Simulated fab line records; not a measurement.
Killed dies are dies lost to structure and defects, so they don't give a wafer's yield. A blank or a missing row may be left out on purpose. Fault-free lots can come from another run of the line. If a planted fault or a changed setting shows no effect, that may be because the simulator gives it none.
Comparing a struck lot with a sound one ; flow sky130 ; 24 out of 708 route steps
Sound: these wafers, L239.2, L239.3, L239.6. Wafers struck: L242.3, L242.4, L242.6. The cause is given at the end.
Per side, at each step with rows, come the tool, then ch with its chambers, and then its first start. Under that, the readings that differ: sound wafers ; struck wafers ; difference of the means ; sigmas: that difference in standard deviations of wafers without a fault.
alike: a reading whose means differ by less than 2 such deviations, as well as words and numbers matching on both sides. not compared: withheld readings; readings where some wafer has no value; bounds like >300 that might hide an equal value; numbers whose values overlap and for which the record gives no deviation.
A row with sigmas, a row that says differs or no value, or rows on one side alone: a step with any of these is where the two part. When numbers do not overlap yet have no deviation, they are printed without sigmas and do not part them. A reading that every wafer of one side lacks parts them only if that side has two wafers or more.

SKY_METAL3_METAL_ETCH_18: etches the open film in Cl2/BCl3, stops on SiO2, target depth 845 nm, time 183.1 s.
  sound on rie-metal-01 ch 1, day 42 22:08; struck on rie-metal-04 ch 0,1, day 43 11:28
reading;sound;struck;difference;sigmas
drypump-motor-current-A (A);5.1 5.1 5.1;6.1 6.4 6.1;+1.1;+3
  alike: oes-product-au, throttle-valve-pct
  not compared: rf-hours-counter-h
SKY_METAL3_STRIP_19: strips in O2/N2.
  sound on plasma-asher-02 ch 0,1, day 42 22:19; struck on plasma-asher-03 ch 0,1, day 43 11:37
reading;sound;struck;difference;sigmas
drypump-motor-current-A (A);5.5 5.8 5.5;6.5 5.9 6.5;+0.7;+2
  alike: oes-product-au, strip-time-to-endpoint-s
  not compared: rf-hours-counter-h
then, 4 steps without rows for these wafers: SKY_METAL3_STRIP_20 (strips in post etch residue remover, time 1200 s); SKY_METAL3_CLEAN_21 (cleans in IPA, time 180 s); SKY_METAL3_CLEAN_22 (cleans in O3/DIW); SKY_VIA3_HDPCVD_00 (deposits SiO2, target thk 1635 nm, time 272.5 s).
SKY_VIA3_THK_MEAS_01:
  sound on film-metro-03 at day 42 23:05; struck on film-metro-01 at day 43 12:24
  alike: VIA3_HDPCVD_THK
SKY_VIA3_CMP_02: polishes SiO2.
  sound on cmp-02 ch 0,1, day 42 23:08; struck on cmp-02 ch 0,1,2, day 43 12:26
  alike: motor-current-A
SKY_VIA3_BOW_MEAS_03:
  sound on film-metro-03 at day 42 23:28; struck on film-metro-04 at day 43 12:47
  alike: VIA3_BOW
then, 3 steps without rows for these wafers: SKY_VIA3_DEHYDRATE_04 (time 60 s); SKY_VIA3_HMDS_05 (prime time 60 s); SKY_VIA3_COAT_06 (resist thk 60 nm).
SKY_VIA3_COAT_07: resist thk 450 nm.
  sound on litho-track-04 ch 0, day 43 10:00; struck on litho-track-04 ch 0, day 44 00:00
reading;sound;struck;difference;sigmas
spin-speed-rpm (rpm);3001.7 2997.3 3001.8;3754.9 3753.3 3752.7;+753.4;+99 or more
model.KrF-thick_of_VIA3_COAT_07.thk-nm (nm);452.2 452.6 453.6;401.8 400.7 400.1;-51.9;
  alike: exhaust-pa
then, 4 steps without rows for these wafers: SKY_VIA3_SOFTBAKE_08 (time 90 s); SKY_VIA3_EXPOSE_09 (exposes mask VIM3, target cd 200 nm); SKY_VIA3_PEB_10; SKY_VIA3_DEVELOP_11 (develop time 60 s).
SKY_VIA3_CD_MEAS_12: the cd target is 200 nm.
  sound on cd-sem-01 at day 43 22:11; struck on cd-sem-02 at day 44 11:19
reading;sound;struck;difference;sigmas
cd-nm (nm);199.6 198.6 199.6;202.2 202.3 204.2;+3.6;+3
SKY_VIA3_OVL_MEAS_13:
  sound on overlay-02 at day 43 22:18; struck on overlay-02 at day 44 11:25
  alike: VIA3_OVL
SKY_VIA3_ETCH_14: etches BARC in N2/H2, stops on SiO2, time 45.9 s, target depth 60 nm.
  sound on rie-diel-03 ch 0,3, day 43 22:20; struck on rie-diel-04 ch 0,1, day 44 11:26
  alike: drypump-motor-current-A, h2-flow-sccm, oes-product-au, throttle-valve-pct
  not compared: rf-hours-counter-h
SKY_VIA3_ETCH_15: etches SiO2 in C4F8/O2/Ar, stops on TiN, target depth 507 nm, time 78 s.
  sound on rie-diel-03 ch 0,3, day 43 22:22; struck on rie-diel-04 ch 0,1, day 44 11:29
reading;sound;struck;difference;sigmas
model.KrF-thick_of_VIA3_COAT_07.thk-nm (nm);295.1 293.3 292.9;241.5 243.3 242.1;-51.5;
  alike: oes-product-au
SKY_VIA3_STRIP_16: strips in O2/N2.
  sound on plasma-asher-01 ch 0,1, day 43 22:26; struck on plasma-asher-02 ch 0,1, day 44 11:34
reading;sound;struck;difference;sigmas
oes-product-au (a.u.);0.409 0.397 0.399;0.379 0.383 0.385;-0.019;-4
strip-time-to-endpoint-s (s);4.185 4.157 4.166;3.602 3.609 3.609;-0.563;-21
  alike: drypump-motor-current-A
  not compared: rf-hours-counter-h
then, 1 step without rows for these wafers: SKY_VIA3_STRIP_17 (strips in post etch residue remover, time 1200 s).
-- the record jumps here: 5 days lie between the struck wafers' starts before and after (it left off in module VIA3 and takes up again in module PAD_OPEN, whose first step shown is number 708 of the route) --
SKY_PAD_OPEN_PROBE_99:
  sound on prober-01 at day 49 09:35; struck on prober-02 at day 49 19:52
reading;sound;struck;difference;sigmas
killed-open;42 43 34;55;+15;+2
  alike: defect-limited-yield, killed_at_M0_to_M3, killed_at_M4_up, killed-at-contacts, killed-at-front-end, killed-at-other, killed-dies, killed-short, sort_bin_3_pad_short, sort_bin_5_function, sort_bin_6_memory, sort-n-pass, sort-yield-pct

## WHERE THEY PART
At SKY_METAL3_METAL_ETCH_18 first; at SKY_PAD_OPEN_PROBE_99 last (within this record only).

WHY: what the simulator had put in
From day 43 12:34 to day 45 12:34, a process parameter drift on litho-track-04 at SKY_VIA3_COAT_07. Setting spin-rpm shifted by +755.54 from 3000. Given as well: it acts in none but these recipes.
